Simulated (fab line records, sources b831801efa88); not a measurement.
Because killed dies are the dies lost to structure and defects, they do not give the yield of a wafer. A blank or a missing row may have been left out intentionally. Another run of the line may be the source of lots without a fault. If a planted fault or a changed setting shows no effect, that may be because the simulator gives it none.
Chamber matching / flow sky130 / SKY_VIA3_CMP_02 on cmp-01: 4 sister chambers
The step polishes SiO2. 27 wafers are shown with their chamber, then 12 later ones without.

WAFERS PAIRED WITH THEIR CHAMBERS
wafer=L077.1; chamber=1; motor current A (A)=12.4; slurry flow ml min=150.0; platen rpm (rpm)=60.00
wafer=L077.4; chamber=0; motor current A (A)=12.0; slurry flow ml min=148.9; platen rpm (rpm)=59.95
wafer=L077.5; chamber=1; motor current A (A)=13.2; slurry flow ml min=150.0; platen rpm (rpm)=59.96
wafer=L078.1; chamber=2; motor current A (A)=12.1; slurry flow ml min=150.6; platen rpm (rpm)=60.02
wafer=L078.2; chamber=3; motor current A (A)=13.6; slurry flow ml min=149.9; platen rpm (rpm)=59.99
wafer=L078.5; chamber=3; motor current A (A)=13.5; slurry flow ml min=149.3; platen rpm (rpm)=60.01
wafer=L079.1; chamber=0; motor current A (A)=12.1; slurry flow ml min=149.9; platen rpm (rpm)=59.98
wafer=L079.2; chamber=2; motor current A (A)=13.3; slurry flow ml min=149.6; platen rpm (rpm)=59.98
wafer=L079.6; chamber=1; motor current A (A)=12.8; slurry flow ml min=149.9; platen rpm (rpm)=60.01
wafer=L080.2; chamber=1; motor current A (A)=12.9; slurry flow ml min=149.5; platen rpm (rpm)=60.03
wafer=L080.3; chamber=2; motor current A (A)=13.7; slurry flow ml min=149.9; platen rpm (rpm)=59.98
wafer=L080.6; chamber=3; motor current A (A)=13.6; slurry flow ml min=150.1; platen rpm (rpm)=60.02
wafer=L081.1; chamber=2; motor current A (A)=13.6; slurry flow ml min=150.2; platen rpm (rpm)=59.95
wafer=L081.4; chamber=3; motor current A (A)=13.4; slurry flow ml min=150.7; platen rpm (rpm)=60.03
wafer=L081.6; chamber=3; motor current A (A)=13.2; slurry flow ml min=150.1; platen rpm (rpm)=59.88
wafer=L086.3; chamber=1; motor current A (A)=12.8; slurry flow ml min=149.8; platen rpm (rpm)=60.03
wafer=L086.4; chamber=3; motor current A (A)=14.1; slurry flow ml min=150.5; platen rpm (rpm)=60.07
wafer=L086.6; chamber=0; motor current A (A)=12.7; slurry flow ml min=149.5; platen rpm (rpm)=60.05
wafer=L085.1; chamber=0; motor current A (A)=12.3; slurry flow ml min=150.2; platen rpm (rpm)=59.93
wafer=L085.2; chamber=2; motor current A (A)=13.1; slurry flow ml min=149.5; platen rpm (rpm)=60.06
wafer=L085.3; chamber=1; motor current A (A)=13.2; slurry flow ml min=149.8; platen rpm (rpm)=60.05
wafer=L087.1; chamber=1; motor current A (A)=13.0; slurry flow ml min=150.4; platen rpm (rpm)=60.00
wafer=L087.3; chamber=3; motor current A (A)=13.1; slurry flow ml min=150.1; platen rpm (rpm)=60.01
wafer=L087.4; chamber=2; motor current A (A)=13.7; slurry flow ml min=149.8; platen rpm (rpm)=60.00
wafer=L092.2; chamber=1; motor current A (A)=12.8; slurry flow ml min=150.6; platen rpm (rpm)=60.00
wafer=L092.5; chamber=1; motor current A (A)=12.5; slurry flow ml min=150.4; platen rpm (rpm)=59.97
wafer=L092.6; chamber=2; motor current A (A)=12.7; slurry flow ml min=150.1; platen rpm (rpm)=60.02

SIGNATURES (means of the wafers above)
reading=motor current A; chamber 0=12.275; chamber 1=12.844; chamber 2=13.171; chamber 3=13.500; scatter within a chamber=0.399
reading=slurry flow ml min; chamber 0=149.625; chamber 1=150.044; chamber 2=149.957; chamber 3=150.100; scatter within a chamber=0.417
reading=platen rpm; chamber 0=59.9775; chamber 1=60.0056; chamber 2=60.0014; chamber 3=60.0014; scatter within a chamber=0.0435
Rule: a wafer's distance from a chamber is the root of the sum, over the readings, of the square of ((its reading less the chamber's mean) divided by the reading's scatter). The wafer belongs to the nearest chamber; if the next one is less than 2 further off, it can't be placed. The scatter: take each reading less its chamber's mean, square it, sum over the shown wafers, divide by the number of wafers less the number of chambers, and take the root.

WAFERS MISSING THEIR CHAMBER
wafer=L091.1; motor current A (A)=13.1; slurry flow ml min=150.1; platen rpm (rpm)=60.00
wafer=L091.3; motor current A (A)=12.3; slurry flow ml min=149.6; platen rpm (rpm)=59.94
wafer=L091.4; motor current A (A)=13.0; slurry flow ml min=149.8; platen rpm (rpm)=60.02
wafer=L093.1; motor current A (A)=12.8; slurry flow ml min=149.9; platen rpm (rpm)=59.98
wafer=L093.2; motor current A (A)=12.2; slurry flow ml min=149.3; platen rpm (rpm)=60.03
wafer=L093.4; motor current A (A)=13.3; slurry flow ml min=149.9; platen rpm (rpm)=59.99
wafer=L094.2; motor current A (A)=12.0; slurry flow ml min=150.3; platen rpm (rpm)=60.00
wafer=L094.3; motor current A (A)=12.8; slurry flow ml min=149.8; platen rpm (rpm)=60.00
wafer=L094.4; motor current A (A)=13.6; slurry flow ml min=150.2; platen rpm (rpm)=59.96
wafer=L097.2; motor current A (A)=12.1; slurry flow ml min=149.5; platen rpm (rpm)=60.11
wafer=L097.3; motor current A (A)=12.9; slurry flow ml min=150.4; platen rpm (rpm)=59.98
wafer=L097.4; motor current A (A)=13.7; slurry flow ml min=149.5; platen rpm (rpm)=60.06

THE CHAMBER EACH PASSED THROUGH
wafer=L091.1; from the rows above=can't be placed: 2 or 1 or 3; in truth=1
wafer=L091.3; from the rows above=can't be placed: 0 or 1 or 2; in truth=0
wafer=L091.4; from the rows above=can't be placed: 2 or 1 or 3 or 0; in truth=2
wafer=L093.1; from the rows above=can't be placed: 1 or 2 or 0 or 3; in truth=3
wafer=L093.2; from the rows above=can't be placed: 0 or 1 or 2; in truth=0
wafer=L093.4; from the rows above=can't be placed: 2 or 3 or 1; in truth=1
wafer=L094.2; from the rows above=can't be placed: 0 or 1 or 2 or 3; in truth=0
wafer=L094.3; from the rows above=can't be placed: 1 or 2 or 0 or 3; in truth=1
wafer=L094.4; from the rows above=can't be placed: 3 or 2 or 1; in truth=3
wafer=L097.2; from the rows above=can't be placed: 0 or 1 or 2 or 3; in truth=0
wafer=L097.3; from the rows above=can't be placed: 1 or 2 or 3 or 0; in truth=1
wafer=L097.4; from the rows above=can't be placed: 3 or 2 or 1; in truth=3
Placed correctly: 0 of 12. These rows do not allow placing 12 (true chamber among the candidates in 12). Wrongly placed: 0.
